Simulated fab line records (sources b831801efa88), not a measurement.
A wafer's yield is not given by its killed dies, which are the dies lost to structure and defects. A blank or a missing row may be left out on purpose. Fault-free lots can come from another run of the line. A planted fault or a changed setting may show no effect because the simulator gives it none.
Which tool is to blame?	flow sky130	14 lots (42 wafers sampled), 1 step of a 708-step route

WHAT EACH GAUGE READ, for each wafer
Not one reading of a measure or inspect step in the record can be checked against a usual standard deviation.

WHAT TOOL EACH LOT RAN ON (gives the tool, then ch and the chambers of the sampled wafers, and finally the start)
lot	SKY_FIELD_ISO_DEVELOP_12
L515	litho-track-02 ch 0, day 2 11:00
L517	litho-track-01 ch 0, day 2 19:00
L518	litho-track-01 ch 0, day 3 01:00
L519	litho-track-02 ch 0, day 3 06:00
L520	litho-track-02 ch 0, day 3 13:00
L521	litho-track-02 ch 0, day 3 17:00
L522	litho-track-03 ch 0, day 3 22:00
L524	litho-track-02, day 4 09:00
L525	litho-track-01, day 4 15:00
L527	litho-track-03 ch 0, day 4 23:00
L528	litho-track-03 ch 0, day 5 03:00
L534	litho-track-01 ch 0, day 6 12:00
L535	litho-track-02 ch 0, day 6 18:00
L537	litho-track-02 ch 0, day 7 06:00
- SKY_FIELD_ISO_DEVELOP_12: develop time 60 s.

AS READ BY THE TOOLS THEMSELVES (means over the sampled wafers that have a number; for cases with no such wafer, the mark the record gives instead)
SKY_FIELD_ISO_DEVELOP_12.
lot	tool	chill-plate-temp-C (C)	exhaust-pa (Pa)
L515	litho-track-02	22.90	44.7
L517	litho-track-01	22.99	45.4
L518	litho-track-01	23.12	45.1
L519	litho-track-02	23.03	45.6
L520	litho-track-02	22.95	47.3
L521	litho-track-02	22.82	44.9
L522	litho-track-03	22.98	45.0
L524	litho-track-02	-	-
L525	litho-track-01	-	-
L527	litho-track-03	23.05	45.8
L528	litho-track-03	22.95	44.3
L534	litho-track-01	23.02	44.4
L535	litho-track-02	22.91	45.8
L537	litho-track-02	22.98	43.5

THE ANSWER, worked out from the rows above alone
Rule: the lots themselves supply what counts as usual. The widest of any qualifying gaps counts: lots, ordered by their means at a reading, are off when they make up no more than a third of the lots, leave a main group of 4 or more, and stand apart from it by 3 or more times the standard deviation of that group's means. If all means in a main group match to the digits the tables above print for the reading, that group is not used. Also off: a lot with no number at a reading for which 4 or more lots have one. All remaining lots with rows at the step are treated as sound. After the gauges, taken in route order, come the tools' own readings; for these a lot's mean is taken, as printed above. The first step at which some lot is off is used, and at that step the reading that is off furthest; a lot without a number counts as furthest.
Off at SKY_FIELD_ISO_DEVELOP_12 (chill-plate-temp-C): L524, L525. Without a number there: L524, L525. Main group: mean 22.98 C, sd 0.075.
If a tool, at that step or one of the process steps before it, ran each lot that is off and ran no sound lot following the first of them, it fits. None of those tried fits.

WHAT WAS PUT IN BY THE SIMULATOR
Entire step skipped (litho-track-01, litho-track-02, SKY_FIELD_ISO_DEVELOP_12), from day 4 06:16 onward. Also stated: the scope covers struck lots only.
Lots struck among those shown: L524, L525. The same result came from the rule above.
